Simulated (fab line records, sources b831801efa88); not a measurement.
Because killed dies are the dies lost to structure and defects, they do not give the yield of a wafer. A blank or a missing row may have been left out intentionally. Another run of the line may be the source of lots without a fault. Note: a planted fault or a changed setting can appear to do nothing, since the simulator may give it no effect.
The tool behind it: which one? + flow sky130 + at 1 step of a route of 708, 11 lots with 33 wafers sampled

== WHAT EACH GAUGE READ, for each wafer ==
SKY_VIA3_BOW_MEAS_03.
| lot  | measured     | on            | VIA3_BOW (um) |
|------|--------------|---------------|---------------|
| L457 | day 40 18:06 | film-metro-04 | 79 85 93      |
| L458 | day 40 19:55 | film-metro-04 | 76 79 75      |
| L460 | day 40 22:27 | film-metro-02 | 68 75 69      |
| L461 | day 41 02:23 | film-metro-02 | 80 72 83      |
| L462 | day 41 10:38 | film-metro-02 | 66 72 80      |
| L465 | day 42 07:06 | film-metro-04 | 74 83 77      |
| L466 | day 42 17:15 | film-metro-02 | 77 81 72      |
| L468 | day 43 12:47 | film-metro-04 | 71 68 81      |
| L469 | day 43 18:42 | film-metro-04 | 89 79 86      |
| L473 | day 44 10:37 | film-metro-04 | 62 77 80      |
| L475 | day 46 18:11 | film-metro-02 | 64 80 80      |

== WHICH TOOL RAN EACH LOT (tool, then ch and the chambers of the sampled wafers, then the start) ==
No process step before these readings appears in the record.

== THE ANSWER, worked out from the rows above alone ==
Rule: what is usual is taken from the lots themselves. The widest of any qualifying gaps counts: lots, ordered by their means at a reading, are off when they make up no more than a third of the lots, leave a main group of 4 or more, and stand apart from it by 3 or more times the standard deviation of that group's means. Not used: any main group whose means are identical at the precision the tables above print for the reading. A lot without any number at a reading at which 4 lots or more have one is off too. Where the step has rows for the other lots, those lots are counted as sound.
Nothing can be told from this: no lot is off at any reading shown.

== WHAT THE SIMULATOR HAD INSERTED ==
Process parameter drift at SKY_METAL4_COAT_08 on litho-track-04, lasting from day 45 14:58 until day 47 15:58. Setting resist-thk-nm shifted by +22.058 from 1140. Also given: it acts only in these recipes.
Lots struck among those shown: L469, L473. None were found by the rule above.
